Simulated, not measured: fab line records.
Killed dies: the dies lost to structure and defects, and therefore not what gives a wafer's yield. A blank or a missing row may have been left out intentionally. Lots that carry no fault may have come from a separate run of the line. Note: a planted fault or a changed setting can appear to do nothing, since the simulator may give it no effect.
Which tool did it? | flow sky130 | 12 lots with 36 wafers sampled at 6 steps, on a route of 708 steps

WHAT THE GAUGES SHOWED, per wafer
The record holds no reading of a measuring or inspecting step that can be judged against a usual standard deviation.

WHAT TOOL EACH LOT RAN ON (gives the tool, then ch and the chambers of the sampled wafers, and finally the start)
lot  | SKY_METAL4_SPUTTER_03        | SKY_CAP2M_CVD_00                | SKY_VIA4_CMP_02               | SKY_VIA4_ETCH_12                   | SKY_VIA4_SPUTTER_17          | SKY_PAD_OPEN_PROBE_99
L447 | pvd sputter-02, day 39 15:40 | pecvd-02 ch 0,2, day 39 15:44   | cmp-01 ch 0,1,3, day 41 17:27 | rie diel-04 ch 0,1,2, day 42 15:58 | pvd sputter-02, day 42 16:37 | prober-02, day 45 15:17
L449 | pvd sputter-04, day 40 06:48 | pecvd-03 ch 0,2, day 40 06:52   | cmp-02 ch 0,1,3, day 42 07:05 | rie diel-03 ch 1,2, day 43 05:38   | pvd sputter-01, day 43 06:19 | prober-02, day 46 03:23
L450 | pvd sputter-02, day 40 11:22 | pecvd-02 ch 0,2, day 40 11:26   | cmp-01 ch 0,1,2, day 42 12:58 | rie diel-01 ch 1,2,3, day 43 12:43 | pvd sputter-03, day 43 13:25 | -
L453 | pvd sputter-02, day 41 17:35 | pecvd-04 ch 0,2, day 41 17:39   | cmp-01 ch 1,2,3, day 43 16:24 | rie diel-01 ch 0,1, day 44 14:46   | pvd sputter-03, day 44 15:28 | prober-02, day 47 09:14
L456 | pvd sputter-02, day 42 11:02 | pecvd-04 ch 0,1,2, day 42 11:06 | cmp-02 ch 1,2, day 44 09:11   | rie diel-01 ch 1,2, day 45 06:52   | pvd sputter-01, day 45 07:34 | prober-02, day 48 01:15
L457 | pvd sputter-02, day 43 01:31 | pecvd-04 ch 0,1,2, day 43 01:35 | cmp-01 ch 2,3, day 44 23:59   | rie diel-01 ch 1,2, day 45 22:04   | pvd sputter-01, day 45 22:44 | prober-01, day 48 14:44
L454 | pvd sputter-02, day 43 03:55 | pecvd-03 ch 0,1,2, day 43 03:59 | cmp-02 ch 1,2, day 45 02:05   | rie diel-04 ch 2,3, day 45 23:37   | pvd sputter-03, day 46 00:16 | prober-02, day 48 15:25
L458 | pvd sputter-02, day 43 04:26 | pecvd-02 ch 0,2, day 43 04:30   | cmp-01 ch 0,3, day 45 03:17   | rie diel-03 ch 0,1,2, day 46 00:44 | pvd sputter-02, day 46 01:25 | prober-01, day 48 16:40
L459 | pvd sputter-04, day 43 12:10 | pecvd-03 ch 0,1, day 43 12:14   | cmp-01 ch 0,2,3, day 45 10:48 | rie diel-03 ch 0,1,3, day 46 07:23 | pvd sputter-02, day 46 08:04 | prober-02, day 48 23:26
L466 | pvd sputter-04, day 45 09:48 | pecvd-04 ch 0,1,2, day 45 09:52 | cmp-02 ch 0,1,2, day 47 05:20 | rie diel-01 ch 0,2,3, day 48 01:43 | pvd sputter-01, day 48 02:23 | -
L468 | pvd sputter-04, day 45 13:24 | pecvd-03 ch 1,2, day 45 13:28   | cmp-01 ch 1,2,3, day 47 08:03 | rie diel-04 ch 2,3, day 48 04:04   | pvd sputter-02, day 48 04:46 | -
L469 | pvd sputter-02, day 45 16:30 | pecvd-02 ch 0,1, day 45 16:34   | cmp-01 ch 1,3, day 47 11:20   | rie diel-03 ch 1,3, day 48 07:28   | pvd sputter-03, day 48 08:16 | prober-02, day 50 15:56
- SKY_METAL4_SPUTTER_03: material Ti, target thk 5 nm, time 3.3 s.
- SKY_CAP2M_CVD_00: deposits SiO2, target thk 15.5 nm.
- SKY_VIA4_CMP_02: polishes SiO2.
- SKY_VIA4_ETCH_12: etches SiO2 in C4F8/O2/Ar, stops on TiN, target depth 580 nm.
- SKY_VIA4_SPUTTER_17: material TiN, target thk 20 nm, time 80 s.
- SKY_PAD_OPEN_PROBE_99

AS READ BY THE TOOLS THEMSELVES (means over the sampled wafers that have a number; for cases with no such wafer, the mark the record gives instead)
SKY_METAL4_SPUTTER_03. Usual: throttle valve pct at 30.4 %, with a standard deviation of 0.79.
lot  | tool           | throttle valve pct (%) | flag
L447 | pvd sputter-02 | 30.2                   |
L449 | pvd sputter-04 | 30.4                   |
L450 | pvd sputter-02 | 30.6                   |
L453 | pvd sputter-02 | 30.0                   |
L456 | pvd sputter-02 | 30.7                   |
L457 | pvd sputter-02 | 30.2                   |
L454 | pvd sputter-02 | 30.8                   |
L458 | pvd sputter-02 | 31.2                   |
L459 | pvd sputter-04 | 30.5                   |
L466 | pvd sputter-04 | 29.6                   |
L468 | pvd sputter-04 | 30.2                   |
L469 | pvd sputter-02 | 30.7                   |

SKY_CAP2M_CVD_00. Usual: heater power w at 724 W, with a standard deviation of 110.
lot  | tool     | heater power w (W) | flag
L447 | pecvd-02 | 663                |
L449 | pecvd-03 | 716                |
L450 | pecvd-02 | 782                |
L453 | pecvd-04 | 662                |
L456 | pecvd-04 | 721                |
L457 | pecvd-04 | 748                |
L454 | pecvd-03 | 662                |
L458 | pecvd-02 | 750                |
L459 | pecvd-03 | 695                |
L466 | pecvd-04 | 711                |
L468 | pecvd-03 | 657                |
L469 | pecvd-02 | 841                |

SKY_VIA4_CMP_02. Usual: motor current A at 11.9 A, with a standard deviation of 1.4.
lot  | tool   | motor current A (A) | flag
L447 | cmp-01 | 11.4                |
L449 | cmp-02 | 11.7                |
L450 | cmp-01 | 12.0                |
L453 | cmp-01 | 12.2                |
L456 | cmp-02 | 12.5                |
L457 | cmp-01 | 13.2                |
L454 | cmp-02 | 12.6                |
L458 | cmp-01 | 12.1                |
L459 | cmp-01 | 12.5                |
L466 | cmp-02 | 12.0                |
L468 | cmp-01 | 12.1                |
L469 | cmp-01 | 11.5                |

SKY_VIA4_ETCH_12. Usual: bias w 1200 W, standard deviation 3.4; oes product au 0.926 a.u., standard deviation 0.0049.
lot  | tool        | bias w (W) | oes product au (a.u.) | flag
L447 | rie diel-04 | 1202       | 0.926                 |
L449 | rie diel-03 | 1199       | 0.922                 |
L450 | rie diel-01 | 1201       | 0.925                 |
L453 | rie diel-01 | 1202       | 0.928                 |
L456 | rie diel-01 | 1201       | 0.922                 |
L457 | rie diel-01 | 1201       | 0.922                 |
L454 | rie diel-04 | 1202       | 0.927                 |
L458 | rie diel-03 | 1200       | 0.929                 |
L459 | rie diel-03 | 1203       | 0.927                 |
L466 | rie diel-01 | 1197       | 0.924                 |
L468 | rie diel-04 | 1203       | 0.874                 | OFF
L469 | rie diel-03 | 1199       | 0.870                 | OFF

SKY_VIA4_SPUTTER_17. Usual: throttle valve pct at 30.0 %, with a standard deviation of 0.88.
lot  | tool           | throttle valve pct (%) | flag
L447 | pvd sputter-02 | 30.3                   |
L449 | pvd sputter-01 | 29.1                   |
L450 | pvd sputter-03 | 29.6                   |
L453 | pvd sputter-03 | 29.7                   |
L456 | pvd sputter-01 | 29.0                   |
L457 | pvd sputter-01 | 31.0                   |
L454 | pvd sputter-03 | 29.5                   |
L458 | pvd sputter-02 | 30.7                   |
L459 | pvd sputter-02 | 30.3                   |
L466 | pvd sputter-01 | 30.2                   |
L468 | pvd sputter-02 | 30.2                   |
L469 | pvd sputter-03 | 29.6                   |

SKY_PAD_OPEN_PROBE_99. Usual: defect limited yield 82.8 %, standard deviation 1.9; killed_at_M0_to_M3 42, standard deviation 6.9; killed_at_M4_up 3.2, standard deviation 1.7; killed at contacts 23, standard deviation 5.5; killed at front end 16, standard deviation 4; killed at other 0.4, standard deviation 0.55; killed dies 85, standard deviation 9.2; killed open 46, standard deviation 6.8; killed short 38, standard deviation 6.2; sort_bin_3_pad_short 0.9 %, standard deviation 0.4; sort_bin_5_function 10.2 %, standard deviation 1.5; sort_bin_6_memory 6.2 %, standard deviation 1.1; sort n pass 407, standard deviation 9.2; sort yield pct 82.8 %, standard deviation 1.9.
lot  | tool      | defect limited yield (%) | killed_at_M0_to_M3 | killed_at_M4_up | killed at contacts | killed at front end | killed at other | killed dies | killed open | killed short | sort_bin_3_pad_short (%) | sort_bin_5_function (%) | sort_bin_6_memory (%) | sort n pass | sort yield pct (%) | flag
L447 | prober-02 | 84.8                     | 35                 | 3.7             | 25                 | 11                  | 0.0             | 75          | 41          | 34           | 0.7                      | 8.5                     | 6.0                   | 417         | 84.8               |
L449 | prober-02 | 84.8                     | 36                 | 3.0             | 21                 | 14                  | 1.0             | 75          | 38          | 37           | 0.7                      | 8.9                     | 5.7                   | 417         | 84.8               |
L453 | prober-02 | 82.4                     | 40                 | 2.0             | 22                 | 21                  | 0.7             | 86          | 46          | 40           | 1.1                      | 10.8                    | 5.7                   | 406         | 82.4               |
L456 | prober-02 | 84.2                     | 40                 | 3.7             | 24                 | 10                  | 0.3             | 78          | 45          | 32           | 0.9                      | 9.6                     | 5.3                   | 414         | 84.2               |
L457 | prober-01 | 82.4                     | 39                 | 2.7             | 27                 | 18                  | 0.3             | 86          | 48          | 38           | 0.7                      | 9.7                     | 7.2                   | 406         | 82.4               |
L454 | prober-02 | 82.5                     | 49                 | 1.3             | 15                 | 20                  | 0.0             | 86          | 47          | 38           | 1.0                      | 9.4                     | 7.1                   | 406         | 82.5               |
L458 | prober-01 | 83.7                     | 42                 | 3.3             | 19                 | 15                  | 0.0             | 80          | 44          | 36           | 0.8                      | 9.8                     | 5.6                   | 412         | 83.7               |
L459 | prober-02 | 82.9                     | 33                 | 3.3             | 26                 | 21                  | 0.3             | 84          | 41          | 44           | 0.8                      | 10.9                    | 5.4                   | 408         | 82.9               |
L469 | prober-02 | 83.6                     | 38                 | 3.3             | 22                 | 17                  | 1.3             | 81          | 44          | 36           | 1.0                      | 9.8                     | 5.6                   | 411         | 83.6               |

THE ANSWER, worked out from the rows above alone
Rule: a lot counts as off when the mean over its wafers that have a number is more than 3 standard deviations away from the usual mean. A lot without any number at a reading at which 4 lots or more have one is off too. All remaining lots with rows at the step are treated as sound. First the gauges in route order, then the tools' own readings, where a lot's mean is used as printed above. The first step at which some lot is off is used, and at that step the reading that is off furthest; a lot without a number counts as furthest.
Off: L468, L469 (SKY_VIA4_ETCH_12, oes product au).
A tool fits if, at that step or a process step before it, it ran every lot that is off, and no sound lot after the first of them. One candidate fits, namely cmp-01 at SKY_VIA4_CMP_02. A fault onset in the window from L459 (day 45 10:48, its last sound lot) to L468 (day 47 08:03, its first lot off) fits.

WHAT WAS PUT IN BY THE SIMULATOR
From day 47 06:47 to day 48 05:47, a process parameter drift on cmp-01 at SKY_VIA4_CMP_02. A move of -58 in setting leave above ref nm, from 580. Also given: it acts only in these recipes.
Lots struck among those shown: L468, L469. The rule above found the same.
